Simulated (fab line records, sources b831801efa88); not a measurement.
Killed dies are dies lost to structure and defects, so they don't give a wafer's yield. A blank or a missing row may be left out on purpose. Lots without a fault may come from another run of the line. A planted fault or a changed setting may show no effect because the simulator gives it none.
Which tool did it? | flow sky130 | 6 lots, 18 wafers sampled, at 3 steps of a route of 708

WHAT THE GAUGES READ, wafer by wafer
SKY_VT_ADJUST_LVTN_TW_MEAS_21.
lot  | measured     | on            | VT_ADJUST_LVTN_2_TW
L805 | day 7 22:30  | film_metro-04 | 189.2 189.2 188.3
L807 | day 8 12:02  | film_metro-04 | 189.4 189.6 188.8
L809 | day 9 03:48  | film_metro-01 | 187.3 188.0 187.8
L811 | day 9 17:52  | film_metro-01 | 186.9 188.1 188.3
L823 | day 13 01:41 | film_metro-03 | 186.8 187.0 186.0
L825 | day 13 16:29 | film_metro-03 | 186.9 187.0 186.9

WHICH TOOL RAN EACH LOT (tool, then ch and the chambers of the sampled wafers, then the start)
lot  | SKY_VT_ADJUST_LVTN_STRIP_09          | SKY_VT_ADJUST_LVTN_STRIP_20
L805 | plasma_asher-01 ch 0,1, day 7 02:20  | plasma_asher-02 ch 1, day 7 22:23
L807 | plasma_asher-04 ch 0,1, day 7 15:17  | plasma_asher-04 ch 0,1, day 8 11:56
L809 | plasma_asher-02 ch 0,1, day 8 05:59  | plasma_asher-01 ch 0,1, day 9 03:43
L811 | plasma_asher-01 ch 0,1, day 8 19:56  | plasma_asher-02 ch 0,1, day 9 17:45
L823 | plasma_asher-02 ch 0,1, day 12 00:09 | plasma_asher-01 ch 0,1, day 13 01:35
L825 | plasma_asher-02 ch 0,1, day 12 15:14 | plasma_asher-01 ch 0,1, day 13 16:23
- SKY_VT_ADJUST_LVTN_STRIP_09: strips in O2/N2.
- SKY_VT_ADJUST_LVTN_STRIP_20: strips in O2/N2.

THE ANSWER, worked out from the rows above alone
Rule: what is usual is taken from the lots themselves. Put in order of their means at a reading, lots are off if they are a third of the lots or fewer, leave a main group of 4 or more, and stand apart from it by a gap of 3 or more times the standard deviation of the main group's means; of several such gaps the widest counts. A main group whose means are all the same, to the digits that the tables above print for the reading, isn't used. A lot without any number at a reading at which 4 lots or more have one is off too. The other lots that the step has rows for count as sound.
No lot is off at any reading shown: from this, nothing can be told.

WHAT THE SIMULATOR HAD PUT IN
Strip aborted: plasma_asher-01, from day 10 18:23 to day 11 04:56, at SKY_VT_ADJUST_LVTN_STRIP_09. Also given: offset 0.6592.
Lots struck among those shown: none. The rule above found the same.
